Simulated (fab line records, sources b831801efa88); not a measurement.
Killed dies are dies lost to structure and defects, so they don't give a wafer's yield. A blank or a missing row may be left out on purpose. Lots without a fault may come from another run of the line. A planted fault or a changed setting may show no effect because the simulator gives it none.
Which tool did it? | flow sky130 | 13 lots, 39 wafers sampled, at 5 steps of a route of 708

WHAT THE GAUGES READ, wafer by wafer
SKY_LI_CONTACT_RS_MEAS_22: measures by four-point-probe. Usual: LI_CONTACT_W_RS 0.281 ohm/sq, standard deviation 0.003.
lot  | measured     | on            | LI_CONTACT_W_RS (ohm/sq) | flag
L768 | day 29 12:47 | film_metro-02 | 0.283 0.282 0.279        |
L771 | day 30 23:02 | film_metro-04 | 0.278 0.273 0.272        |
L772 | day 31 11:38 | film_metro-01 | 0.283 0.282 0.285        |
L774 | day 31 12:03 | film_metro-01 | 0.280 0.284 0.279        |
L773 | day 31 12:32 | film_metro-04 | 0.277 0.278 0.284        |
L775 | day 31 22:17 | film_metro-01 | 0.280 0.282 0.278        |
L776 | day 32 12:07 | film_metro-02 | 0.283 0.283 0.282        |
L777 | day 32 12:33 | film_metro-01 | 0.285 0.285 0.287        |
L779 | day 33 08:35 | film_metro-02 | 0.281 0.284 0.284        |
L782 | day 34 00:18 | film_metro-01 | 0.284 0.281 0.281        |
L781 | day 34 05:59 | film_metro-01 | 0.286 0.278 0.283        |
L783 | day 34 09:33 | film_metro-01 | 0.280 0.281 0.282        |
L785 | day 35 20:16 | film_metro-01 | 0.281 0.284 0.284        |

SKY_LOCAL_INTERCONNECT_RS_MEAS_01: measures by four-point-probe. Usual: LOCAL_INTERCONNECT_TIN_RS 14.18 ohm/sq, standard deviation 0.16.
lot  | measured     | on            | LOCAL_INTERCONNECT_TIN_RS (ohm/sq) | flag
L768 | day 29 13:20 | film_metro-04 | 14.19 14.26 14.31                  |
L771 | day 30 23:35 | film_metro-03 | 14.19 14.45 14.44                  |
L772 | day 31 12:11 | film_metro-03 | 14.05 14.00 14.12                  |
L774 | day 31 12:35 | film_metro-03 | 14.44 14.25 14.03                  |
L773 | day 31 13:04 | film_metro-01 | 14.16 14.36 14.33                  |
L775 | day 31 22:49 | film_metro-03 | 14.35 14.08 14.22                  |
L776 | day 32 12:40 | film_metro-03 | 14.28 14.01 14.17                  |
L777 | day 32 13:05 | film_metro-01 | 13.96 14.05 14.19                  |
L779 | day 33 09:08 | film_metro-04 | 13.89 13.89 13.90                  |
L782 | day 34 00:50 | film_metro-01 | 14.48 14.26 14.32                  |
L781 | day 34 06:31 | film_metro-03 | 14.23 14.24 13.91                  |
L783 | day 34 10:05 | film_metro-03 | 14.36 14.17 14.29                  |
L785 | day 35 20:48 | film_metro-03 | 14.25 14.06 14.01                  |

SKY_CONTACT_THK_MEAS_01. Usual: CONTACT_CVD_00_THK 74.9 nm, standard deviation 1.2.
lot  | measured     | on            | CONTACT_CVD_00_THK (nm) | flag
L768 | day 30 18:03 | film_metro-03 | 72.9 72.8 76.4          |
L771 | day 32 04:44 | film_metro-03 | 74.7 75.6 75.6          |
L772 | day 32 16:25 | film_metro-03 | 74.2 72.2 74.4          |
L774 | day 32 16:49 | film_metro-02 | 74.3 75.8 75.2          |
L773 | day 32 17:22 | film_metro-02 | 75.4 74.3 76.1          |
L775 | day 33 02:38 | film_metro-02 | 74.8 73.7 74.0          |
L776 | day 33 15:55 | film_metro-03 | 72.6 73.7 74.8          |
L777 | day 33 15:59 | film_metro-02 | 75.5 75.4 76.4          |
L779 | day 34 12:27 | film_metro-02 | 73.2 75.6 75.8          |
L782 | day 35 20:47 | film_metro-01 | 75.5 75.7 75.4          |
L781 | day 35 21:45 | film_metro-03 | 77.0 74.7 77.2          |
L783 | day 35 23:14 | film_metro-02 | 73.9 75.6 75.3          |
L785 | day 36 17:34 | film_metro-02 | 75.1 74.7 76.6          |

WHICH TOOL RAN EACH LOT (tool, then ch and the chambers of the sampled wafers, then the start)
lot  | SKY_LOCAL_INTERCONNECT_COAT_06    | SKY_LOCAL_INTERCONNECT_STRIP_15
L768 | litho_track-01 ch 0, day 30 03:00 | plasma_asher-04 ch 1, day 30 17:22
L771 | litho_track-03 ch 0, day 31 14:00 | plasma_asher-01 ch 0,1, day 32 04:02
L772 | litho_track-04 ch 0, day 32 01:00 | plasma_asher-01 ch 0,1, day 32 15:47
L774 | litho_track-03 ch 0, day 32 02:00 | plasma_asher-04 ch 0,1, day 32 16:08
L773 | litho_track-01 ch 0, day 32 02:00 | plasma_asher-04 ch 0,1, day 32 16:43
L775 | litho_track-04 ch 0, day 32 12:00 | plasma_asher-04 ch 0,1, day 33 01:59
L776 | litho_track-03 ch 0, day 33 02:00 | plasma_asher-02 ch 0,1, day 33 15:17
L777 | litho_track-01 ch 0, day 33 02:00 | plasma_asher-04 ch 0,1, day 33 15:22
L779 | litho_track-01 ch 0, day 33 22:00 | plasma_asher-01 ch 0,1, day 34 11:49
L782 | litho_track-03 ch 0, day 34 13:00 | plasma_asher-04 ch 0,1, day 35 20:10
L781 | litho_track-03 ch 0, day 34 18:00 | plasma_asher-04 ch 0,1, day 35 21:08
L783 | litho_track-03 ch 0, day 34 23:00 | plasma_asher-02 ch 0,1, day 35 22:36
L785 | litho_track-03 ch 0, day 36 02:00 | plasma_asher-04 ch 0,1, day 36 16:55
- SKY_LOCAL_INTERCONNECT_COAT_06: resist thk 450 nm.
- SKY_LOCAL_INTERCONNECT_STRIP_15: strips in O2/N2.

WHAT THE TOOLS THEMSELVES READ (means of the sampled wafers that have a number; where no wafer has one, the mark that the record gives instead)
SKY_LOCAL_INTERCONNECT_STRIP_15. Usual: drypump_motor_current_A 5.7 A, standard deviation 0.67; oes_product_au 0.426 a.u., standard deviation 0.0048; strip_time_to_endpoint_s 4.706 s, standard deviation 0.023.
lot  | tool            | drypump_motor_current_A (A) | oes_product_au (a.u.) | strip_time_to_endpoint_s (s) | flag
L768 | plasma_asher-04 | 5.8                         | 0.428                 | 4.714                        |
L771 | plasma_asher-01 | 5.1                         | 0.422                 | 4.701                        |
L772 | plasma_asher-01 | 5.1                         | 0.426                 | 4.706                        |
L774 | plasma_asher-04 | 6.3                         | 0.421                 | 4.683                        |
L773 | plasma_asher-04 | 6.3                         | 0.425                 | 4.689                        |
L775 | plasma_asher-04 | 6.3                         | 0.425                 | 4.711                        |
L776 | plasma_asher-02 | 5.7                         | 0.426                 | 4.698                        |
L777 | plasma_asher-04 | 6.1                         | 0.428                 | 4.688                        |
L779 | plasma_asher-01 | 4.9                         | 0.427                 | 4.703                        |
L782 | plasma_asher-04 | 6.1                         | 0.425                 | 4.721                        |
L781 | plasma_asher-04 | 6.4                         | 0.430                 | 4.719                        |
L783 | plasma_asher-02 | 5.3                         | 0.436                 | 4.884                        | OFF
L785 | plasma_asher-04 | 6.3                         | 0.432                 | 4.857                        | OFF

THE ANSWER, worked out from the rows above alone
Rule: a lot is off if the mean of its wafers that have a number lies more than 3 standard deviations from the usual mean. A lot without any number at a reading at which 4 lots or more have one is off too. The other lots that the step has rows for count as sound. The gauges are gone through in route order, then the tools' own readings, and for those a lot's mean is taken as printed above. The first step at which some lot is off is used, and at that step the reading that is off furthest; a lot without a number counts as furthest.
Off: L783, L785, at SKY_LOCAL_INTERCONNECT_STRIP_15 (strip_time_to_endpoint_s).
A tool fits if, at that step or a process step before it, it ran every lot that is off, and no sound lot after the first of them. One fits: litho_track-03 at SKY_LOCAL_INTERCONNECT_COAT_06. Its last sound lot is L781 (day 34 18:00), its first lot that is off L783 (day 34 23:00): a fault that began between those two fits.

WHAT THE SIMULATOR HAD PUT IN
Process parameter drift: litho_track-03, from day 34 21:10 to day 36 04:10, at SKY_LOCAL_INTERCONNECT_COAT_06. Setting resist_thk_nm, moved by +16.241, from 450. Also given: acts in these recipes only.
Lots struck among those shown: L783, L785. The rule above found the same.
